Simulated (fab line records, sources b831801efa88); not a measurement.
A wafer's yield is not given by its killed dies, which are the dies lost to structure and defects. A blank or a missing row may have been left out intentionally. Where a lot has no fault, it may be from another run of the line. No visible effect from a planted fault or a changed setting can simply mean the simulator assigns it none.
Which tool did it? ; flow gf180mcu ; 21 wafers from 7 lots sampled at 2 of the route's 602 steps

## WHAT THE GAUGES SHOWED, per wafer
GF_V1_THK_MEAS_01.
lot;measured;on;V1_CVD_00_THK (nm)
L797;day 17 16:08;film_metro-01;598 599 610
L799;day 18 01:45;film_metro-03;600 594 608
L801;day 19 01:15;film_metro-03;604 609 601
L803;day 19 19:13;film_metro-02;596 599 601
L809;day 22 07:57;film_metro-01;604 604 602
L814;day 24 02:16;film_metro-02;605 613 595
L818;day 25 03:35;film_metro-02;604 608 602

## WHAT TOOL EACH LOT RAN ON (gives the tool, then ch and the chambers of the sampled wafers, and finally the start)
lot;GF_STI_ETCH_14
L797;rie_si-02 ch 1,2, day 2 07:49
L799;rie_si-02 ch 0,1, day 2 17:40
L801;rie_si-01 ch 1,2, day 3 04:22
L803;rie_si-01 ch 0,1,3, day 3 13:30
L809;rie_si-01 ch 0,2,3, day 4 21:36
L814;rie_si-02 ch 0,1,2, day 6 00:37
L818;rie_si-02 ch 1,2,3, day 6 23:18
- GF_STI_ETCH_14: etches Si in HBr/Cl2/O2, target depth 360 nm, time 102.9 s.

## THE ANSWER, worked out from the rows above alone
Rule: the lots themselves supply what counts as usual. Put in order of their means at a reading, lots are off if they are a third of the lots or fewer, leave a main group of 4 or more, and stand apart from it by a gap of 3 or more times the standard deviation of the main group's means; of several such gaps the widest counts. Not used: any main group whose means are identical at the precision the tables above print for the reading. Also off: a lot with no number at a reading for which 4 or more lots have one. Where the step has rows for the other lots, those lots are counted as sound.
None of the lots is off at any reading shown; this tells nothing.

## WHAT HAD BEEN PUT IN BY THE SIMULATOR
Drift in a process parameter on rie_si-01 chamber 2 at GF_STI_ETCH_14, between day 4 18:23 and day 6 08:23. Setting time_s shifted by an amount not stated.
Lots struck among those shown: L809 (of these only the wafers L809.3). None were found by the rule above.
